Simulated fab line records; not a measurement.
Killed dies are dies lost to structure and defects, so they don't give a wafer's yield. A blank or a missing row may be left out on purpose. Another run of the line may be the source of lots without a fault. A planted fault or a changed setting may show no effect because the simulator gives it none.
The tool behind it: which one? | flow sky130 | 12 lots, 36 wafers sampled, at 3 steps of a route of 708

## WHAT EACH GAUGE READ, for each wafer
SKY_VIA2_CD_MEAS_12 targets a cd of 200 nm.
lot  | measured     | on        | cd_nm (nm)
L074 | day 36 17:11 | cd_sem-01 | 199.3 198.4 199.4
L076 | day 37 06:47 | cd_sem-01 | 198.3 199.9 200.4
L079 | day 38 06:38 | cd_sem-02 | 199.2 198.9 198.6
L080 | day 38 14:49 | cd_sem-02 | 199.9 199.3 200.5
L083 | day 39 05:08 | cd_sem-01 | 199.0 199.2 198.4
L085 | day 39 13:03 | cd_sem-01 | 198.4 198.5 198.9
L087 | day 40 10:26 | cd_sem-01 | 200.5 200.5 199.2
L089 | day 40 23:31 | cd_sem-02 | 202.5 201.3 201.3
L091 | day 41 10:34 | cd_sem-02 | 199.0 199.0 197.8
L093 | day 41 21:23 | cd_sem-01 | 198.0 198.7 198.1
L095 | day 42 04:10 | cd_sem-01 | 202.2 201.2 204.1
L097 | day 42 21:05 | cd_sem-02 | 198.2 199.2 199.2

## TOOL THAT RAN EACH LOT (tool first, then ch and the chambers of the sampled wafers, then the start)
lot  | SKY_METAL1_SPUTTER_03        | SKY_METAL2_SPUTTER_00
L074 | pvd_sputter-04, day 32 05:04 | pvd_sputter-04, day 34 12:25
L076 | pvd_sputter-01, day 32 18:08 | pvd_sputter-04, day 35 02:07
L079 | pvd_sputter-02, day 33 18:13 | pvd_sputter-01, day 36 01:20
L080 | pvd_sputter-01, day 34 03:58 | pvd_sputter-03, day 36 09:40
L083 | pvd_sputter-02, day 34 18:33 | pvd_sputter-03, day 37 01:02
L085 | pvd_sputter-01, day 35 04:27 | pvd_sputter-04, day 37 10:11
L087 | pvd_sputter-04, day 36 00:51 | pvd_sputter-04, day 38 07:13
L089 | pvd_sputter-01, day 36 14:34 | pvd_sputter-03, day 38 20:50
L091 | pvd_sputter-02, day 37 02:44 | pvd_sputter-03, day 39 08:39
L093 | pvd_sputter-04, day 37 13:08 | pvd_sputter-04, day 39 18:29
L095 | pvd_sputter-01, day 37 21:35 | pvd_sputter-03, day 40 02:04
L097 | pvd_sputter-01, day 38 15:14 | pvd_sputter-03, day 40 19:26
- SKY_METAL1_SPUTTER_03: material Ti, target thk 5 nm, time 3.3 s.
- SKY_METAL2_SPUTTER_00: material Ti, target thk 15 nm, time 10 s.

## THE ANSWER, worked out from the rows above alone
Rule: the lots themselves supply what counts as usual. Put in order of their means at a reading, lots are off if they are a third of the lots or fewer, leave a main group of 4 or more, and stand apart from it by a gap of 3 or more times the standard deviation of the main group's means; of several such gaps the widest counts. If all means in a main group match to the digits the tables above print for the reading, that group is not used. Also off: a lot with no number at a reading for which 4 or more lots have one. The other lots that the step has rows for count as sound.
None of the lots is off at any reading shown; this tells nothing.

## WHAT WAS PUT IN BY THE SIMULATOR
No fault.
